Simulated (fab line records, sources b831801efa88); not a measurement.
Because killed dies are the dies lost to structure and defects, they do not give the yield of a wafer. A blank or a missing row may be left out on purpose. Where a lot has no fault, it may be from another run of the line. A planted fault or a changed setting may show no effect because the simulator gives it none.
Struck lot and sound lot, side by side :: flow sky130 :: 22 out of 708 route steps
Sound: the wafers L767.2, L767.3, L767.5. Wafers struck: L777.1, L777.4, L777.5. Last of all comes the cause.
For every step that has rows: the tool of each side, followed by ch and its chambers, followed by its first start. Under that, the readings that differ: sound wafers :: struck wafers :: difference of the means :: sigmas: that difference in standard deviations of wafers without a fault.
alike: readings with means less than 2 such deviations apart, plus words and numbers identical on both sides. not compared: withheld readings, readings lacking a value on some wafer, bounds such as >300 that could conceal the same value, and numbers that have no deviation in the record and whose values overlap.
A row with sigmas, a row that says differs or no value, or rows on one side alone: a step with any of these is where the two part. Non-overlapping numbers with no deviation appear without sigmas and do not part them. Lack of a reading on every wafer of one side parts them only where that side has two or more wafers.

SKY_METAL4_SPUTTER_00: material Ti, target thk 15 nm, time 10 s.
  sound on pvd sputter-04, day 41 01:47; struck on pvd sputter-04, day 44 00:49
  alike: throttle valve pct
then, 1 step without rows for these wafers: SKY_METAL4_SPUTTER_01 (material TiN, target thk 20 nm, time 16.7 s).
SKY_METAL4_SPUTTER_02: material AlCu, target thk 735 nm, time 39.1 s.
  sound on pvd sputter-04, day 41 01:50; struck on pvd sputter-04, day 44 00:52
  alike: throttle valve pct
SKY_METAL4_SPUTTER_03: material Ti, target thk 5 nm, time 3.3 s.
  sound on pvd sputter-04, day 41 01:52; struck on pvd sputter-04, day 44 00:55
  alike: throttle valve pct
SKY_METAL4_SPUTTER_04: material TiN, target thk 70 nm, time 58.3 s.
  sound on pvd sputter-04, day 41 01:53; struck on pvd sputter-04, day 44 00:56
  alike: throttle valve pct
then, 1 step without rows for these wafers: SKY_CAP2M_CVD_00 (deposits SiO2, target thk 15.5 nm).
SKY_CAP2M_THK_MEAS_01:
  sound on film metro-04, day 41 01:58; struck on film metro-04, day 44 01:00
  alike: CAP2M_CVD_00_THK
SKY_CAP2M_SPUTTER_02: material TiN, target thk 200 nm, time 166.7 s.
  sound on pvd sputter-01, day 41 02:01; struck on pvd sputter-03, day 44 01:04
  alike: throttle valve pct
SKY_CAP2M_RS_MEAS_03: uses a four-point probe to measure.
  sound on film metro-02, day 41 02:09; struck on film metro-02, day 44 01:10
reading: CAP2M_TIN_RS (ohm/sq)
sound: 7.02 6.89 6.88
struck: 7.09 7.11 7.13
difference: +0.18
sigmas: +2
SKY_CAP2M_THK_MEAS_04: measures by xrf.
  sound on film metro-02, day 41 02:16; struck on film metro-02, day 44 01:17
  alike: CAP2M_TIN_THK
then, 2 steps without rows for these wafers: SKY_CAP2M_DEHYDRATE_05 (time 60 s); SKY_CAP2M_HMDS_06 (prime time 60 s).
SKY_CAP2M_COAT_07: resist thk 1140 nm.
  sound on litho track-03 ch 0, day 41 13:27; struck on litho track-02 ch 0, day 44 11:43
reading: dispense pressure kPa (kPa)
sound: 49 49 49
struck: 59 59 59
difference: +10
sigmas: +2

reading: model.NOVOLAK_of_CAP2M_COAT_07.thk nm (nm)
sound: 1144 1139 1138
struck: 1118 1121 1123
difference: -20
sigmas: 
then, 4 steps without rows for these wafers: SKY_CAP2M_SOFTBAKE_08 (time 60 s); SKY_CAP2M_EXPOSE_09 (exposes mask CAP2M, target cd 1000 nm); SKY_CAP2M_PEB_10; SKY_CAP2M_DEVELOP_11 (develop time 60 s).
SKY_CAP2M_OVL_MEAS_12:
  sound on overlay-02, day 42 01:35; struck on overlay-02, day 44 23:23
  alike: CAP2M_OVL
SKY_CAP2M_METAL_ETCH_13: etches TiN in Cl2/BCl3, stops on SiO2, target depth 220 nm, time 62.9 s.
  sound on rie metal-04 ch 1, day 42 01:37; struck on rie metal-02 ch 0, day 44 23:25
reading: drypump motor current A (A)
sound: 5.4 5.4 5.4
struck: 6.5 6.5 6.5
difference: +1.1
sigmas: +3

reading: model.NOVOLAK_of_CAP2M_COAT_07.thk nm (nm)
sound: 997.8 993.4 992.8
struck: 969 972.6 974.8
difference: -23
sigmas: 
  alike: oes product au, throttle valve pct
  not compared: rf hours counter h
SKY_CAP2M_STRIP_14: strips in O2/N2.
  sound on plasma asher-04 ch 0,1, day 42 01:41; struck on plasma asher-02 ch 0,1, day 44 23:34
reading: strip time to endpoint s (s)
sound: 12.70 12.67 12.65
struck: 12.37 12.40 12.44
difference: -0.27
sigmas: -6
  alike: drypump motor current A, oes product au
  not compared: rf hours counter h
then, 1 step without rows for these wafers: SKY_CAP2M_STRIP_15 (strips in post etch residue remover, time 1200 s).
SKY_PAD_OPEN_PROBE_99:
  the record holds rows for the sound wafers here (prober-01, day 46 23:32) but none for the struck ones

WHERE THEY PART
Last at SKY_PAD_OPEN_PROBE_99 as far as this record goes, first at SKY_CAP2M_RS_MEAS_03.

WHY: what the simulator had put in
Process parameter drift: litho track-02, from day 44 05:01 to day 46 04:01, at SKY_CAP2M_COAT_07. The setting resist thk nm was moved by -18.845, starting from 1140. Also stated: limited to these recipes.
